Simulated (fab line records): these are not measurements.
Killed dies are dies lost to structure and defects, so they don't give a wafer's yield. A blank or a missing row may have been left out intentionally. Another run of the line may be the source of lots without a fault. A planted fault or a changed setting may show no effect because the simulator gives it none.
Check of tool commonality / flow gf180mcu / Sample size 15 lots and 45 wafers

== REASON IT WAS OPENED ==
3 of 15 lots carry a flag on the reading MVSD_TW at GF_MVSD_TW_MEAS_11. Wafers without a fault read 1577, standard deviation 16.
Rule: a lot is flagged in two cases, either no wafer of it has a number, or all its wafers with numbers fall more than 4 standard deviations from that mean. The other lots count as sound.

lot=L758; measured=day 4 02:29; on=film_metro-02; MVSD_TW, wafer by wafer=1569 1576 1575; flag=
lot=L759; measured=day 4 04:41; on=film_metro-03; MVSD_TW, wafer by wafer=1603 1602 1603; flag=
lot=L760; measured=day 4 09:54; on=film_metro-02; MVSD_TW, wafer by wafer=1562 1547 1550; flag=
lot=L761; measured=day 4 10:33; on=film_metro-02; MVSD_TW, wafer by wafer=1567 1572 1556; flag=
lot=L763; measured=day 5 00:04; on=film_metro-02; MVSD_TW, wafer by wafer=1577 1571 1572; flag=
lot=L764; measured=day 6 19:49; on=film_metro-04; MVSD_TW, wafer by wafer=1592 1588 1586; flag=
lot=L765; measured=day 6 20:29; on=film_metro-02; MVSD_TW, wafer by wafer=29 30 29; flag=FLAGGED
lot=L766; measured=day 7 00:25; on=film_metro-03; MVSD_TW, wafer by wafer=30 30 30; flag=FLAGGED
lot=L768; measured=day 7 00:40; on=film_metro-03; MVSD_TW, wafer by wafer=30 30 30; flag=FLAGGED
lot=L773; measured=day 8 01:56; on=film_metro-02; MVSD_TW, wafer by wafer=1567 1559 1558; flag=
lot=L775; measured=day 8 13:19; on=film_metro-02; MVSD_TW, wafer by wafer=1549 1556 1557; flag=
lot=L776; measured=day 8 21:47; on=film_metro-02; MVSD_TW, wafer by wafer=1565 1560 1562; flag=
lot=L777; measured=day 9 01:49; on=film_metro-04; MVSD_TW, wafer by wafer=1590 1587 1575; flag=
lot=L779; measured=day 9 12:11; on=film_metro-04; MVSD_TW, wafer by wafer=1602 1588 1596; flag=
lot=L780; measured=day 10 02:43; on=film_metro-02; MVSD_TW, wafer by wafer=1549 1559 1554; flag=
The mean of the flagged lots' numbers is 30, -1547 from the usual (-97 standard deviations).

== WHICH TOOL RAN EACH LOT ==
The record holds 2 process steps before the reading, out of a route of 602 steps. Every cell lists first the tool, next ch and the chambers used by the sampled wafers, and last the start.
lot=L758; flag=; GF_LVPWELL_STRIP_10=plasma_asher-02 ch 0,1, day 3 18:58; GF_MVSD_STRIP_10=plasma_asher-04 ch 0,1, day 4 02:23
lot=L759; flag=; GF_LVPWELL_STRIP_10=plasma_asher-04 ch 0,1, day 3 22:56; GF_MVSD_STRIP_10=plasma_asher-04 ch 0,1, day 4 04:35
lot=L760; flag=; GF_LVPWELL_STRIP_10=plasma_asher-01 ch 0,1, day 4 02:41; GF_MVSD_STRIP_10=plasma_asher-01 ch 0,1, day 4 09:47
lot=L761; flag=; GF_LVPWELL_STRIP_10=plasma_asher-02 ch 0,1, day 4 03:17; GF_MVSD_STRIP_10=plasma_asher-04 ch 0,1, day 4 10:26
lot=L763; flag=; GF_LVPWELL_STRIP_10=plasma_asher-02 ch 0,1, day 4 10:16; GF_MVSD_STRIP_10=plasma_asher-01 ch 0,1, day 4 23:58
lot=L764; flag=; GF_LVPWELL_STRIP_10=plasma_asher-04 ch 0,1, day 6 04:01; GF_MVSD_STRIP_10=plasma_asher-04 ch 0,1, day 6 19:41
lot=L765; flag=FLAGGED; GF_LVPWELL_STRIP_10=plasma_asher-04 ch 1, day 6 04:46; GF_MVSD_STRIP_10=plasma_asher-04 ch 0,1, day 6 20:23
lot=L766; flag=FLAGGED; GF_LVPWELL_STRIP_10=plasma_asher-02 ch 0,1, day 6 08:40; GF_MVSD_STRIP_10=plasma_asher-01 ch 0,1, day 7 00:19
lot=L768; flag=FLAGGED; GF_LVPWELL_STRIP_10=plasma_asher-01 ch 0,1, day 6 08:58; GF_MVSD_STRIP_10=plasma_asher-04 ch 0,1, day 7 00:34
lot=L773; flag=; GF_LVPWELL_STRIP_10=plasma_asher-01 ch 0,1, day 7 09:44; GF_MVSD_STRIP_10=plasma_asher-04 ch 0,1, day 8 01:50
lot=L775; flag=; GF_LVPWELL_STRIP_10=plasma_asher-02 ch 0,1, day 7 20:25; GF_MVSD_STRIP_10=plasma_asher-04 ch 0,1, day 8 13:13
lot=L776; flag=; GF_LVPWELL_STRIP_10=plasma_asher-04 ch 0,1, day 8 04:34; GF_MVSD_STRIP_10=plasma_asher-01 ch 0,1, day 8 21:41
lot=L777; flag=; GF_LVPWELL_STRIP_10=plasma_asher-01 ch 0,1, day 8 08:26; GF_MVSD_STRIP_10=plasma_asher-04 ch 0,1, day 9 01:43
lot=L779; flag=; GF_LVPWELL_STRIP_10=plasma_asher-01 ch 0,1, day 8 18:49; GF_MVSD_STRIP_10=plasma_asher-03 ch 0,1, day 9 12:05
lot=L780; flag=; GF_LVPWELL_STRIP_10=plasma_asher-02 ch 0,1, day 9 08:40; GF_MVSD_STRIP_10=plasma_asher-03 ch 0,1, day 10 02:34
What the steps here do:
- GF_LVPWELL_STRIP_10: strips in O2/N2.
- GF_MVSD_STRIP_10: strips in O2/N2.
- GF_MVSD_TW_MEAS_11

== FLAGGED OVER TOTAL, TOOL BY TOOL (the gauges that took the reading come last) ==
step=GF_LVPWELL_STRIP_10; tool=plasma_asher-01; lots run=5; flagged=1; share of the flagged lots=some; sound lots run after its first flagged lot=3 (L773,L777,L779)
step=GF_LVPWELL_STRIP_10; tool=plasma_asher-02; lots run=6; flagged=1; share of the flagged lots=some; sound lots run after its first flagged lot=2 (L775,L780)
step=GF_LVPWELL_STRIP_10; tool=plasma_asher-04; lots run=4; flagged=1; share of the flagged lots=some; sound lots run after its first flagged lot=1 (L776)
step=GF_MVSD_STRIP_10; tool=plasma_asher-01; lots run=4; flagged=1; share of the flagged lots=some; sound lots run after its first flagged lot=1 (L776)
step=GF_MVSD_STRIP_10; tool=plasma_asher-03; lots run=2; flagged=0; share of the flagged lots=none; sound lots run after its first flagged lot=-
step=GF_MVSD_STRIP_10; tool=plasma_asher-04; lots run=9; flagged=2; share of the flagged lots=some; sound lots run after its first flagged lot=3 (L773,L775,L777)
step=GF_MVSD_TW_MEAS_11; tool=film_metro-02; lots run=9; flagged=1; share of the flagged lots=some; sound lots run after its first flagged lot=4 (L773,L775,L776,L780)
step=GF_MVSD_TW_MEAS_11; tool=film_metro-03; lots run=3; flagged=2; share of the flagged lots=some; sound lots run after its first flagged lot=0
step=GF_MVSD_TW_MEAS_11; tool=film_metro-04; lots run=3; flagged=0; share of the flagged lots=none; sound lots run after its first flagged lot=-

== THE TABLE: WHAT IT ALLOWS ==
No row of the table ran every flagged lot.

== WHAT HAD BEEN PUT IN BY THE SIMULATOR ==
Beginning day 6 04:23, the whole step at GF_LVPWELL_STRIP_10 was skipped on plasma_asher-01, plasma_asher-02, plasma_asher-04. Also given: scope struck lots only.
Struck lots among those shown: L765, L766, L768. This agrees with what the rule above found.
